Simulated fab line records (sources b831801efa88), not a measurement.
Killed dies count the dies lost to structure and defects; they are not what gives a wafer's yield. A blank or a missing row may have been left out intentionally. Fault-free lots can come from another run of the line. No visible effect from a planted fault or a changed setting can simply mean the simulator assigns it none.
A single fault, viewed from 2 desks ; flow gf180mcu ; what lay behind the numbers comes last; until then each desk has only its own

## THE METROLOGY DESK
Means of the sampled wafers that have a number, per lot and without regard to the tool the lot ran on: this is what the gauges read. The brackets show how far a lot's mean lies from the usual mean; more than 4 standard deviations puts the lot out of limits, marked OUT.
Columns: A = cd_nm at GF_V1_CD_MEAS_14, usual 259.8 nm
lot;first seen here;A
L313;day 18 00:27;260.8
L314;day 18 13:59;259.3
L315;day 18 14:50;261.0
L320;day 20 22:09;252.9 (-6.2) OUT
L321;day 21 04:52;259.9
L322;day 21 17:12;260.2
L325;day 22 18:55;256.4
L326;day 22 21:57;260.0
L330;day 24 11:45;258.4
L331;day 24 15:38;260.5
L332;day 25 04:58;260.0
This desk's verdict: out of limits on L320, starting with L320 at day 20 22:09 (cd_nm at GF_V1_CD_MEAS_14). L313, L314, L315, L321, L322, L325, L326, L330, L331, L332 stayed within limits.

## FOR THE TOOL OWNER'S DESK: krf_scanner-01
The tool's own readings at GF_V1_EXPOSE_11 (exposes mask Via1, target cd 260 nm): means of the sampled wafers that have a number, for each lot that ran on this tool. The brackets show how far a lot's mean lies from the usual mean; more than 4 standard deviations puts the lot out of limits, marked OUT.
Columns: A = exposure_dose_mJ_cm2 at GF_V1_EXPOSE_11, usual 37.97
lot;first seen here;A
L315;day 18 02:40;37.96
L320;day 20 10:32;36.52 (-32) OUT
L325;day 22 07:23;36.79 (-26) OUT
This desk's verdict: out of limits on L320, L325, starting with L320 at day 20 10:32 (exposure_dose_mJ_cm2 at GF_V1_EXPOSE_11). L315 stayed within limits.

## PUT TOGETHER
At day 20 10:32, on L320, L325, the tool owner's desk was in a position to raise an alarm.
Metrology desk: alarm possible at day 20 22:09 on L320.
The metrology desk holds a record of L325, inside its limits.
Every lot named ran GF_V1_EXPOSE_11 on krf_scanner-01.

## WHAT THE SIMULATOR HAD PUT IN
Drift in process parameters on krf_scanner-01 at GF_V1_EXPOSE_11, starting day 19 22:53. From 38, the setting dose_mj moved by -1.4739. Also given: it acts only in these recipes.
Shown lots that were struck: L320, L325.
Counting hours from when the fault started, the first reading out of limits came at 12 for the tool owner's desk and at 23 for the metrology desk.
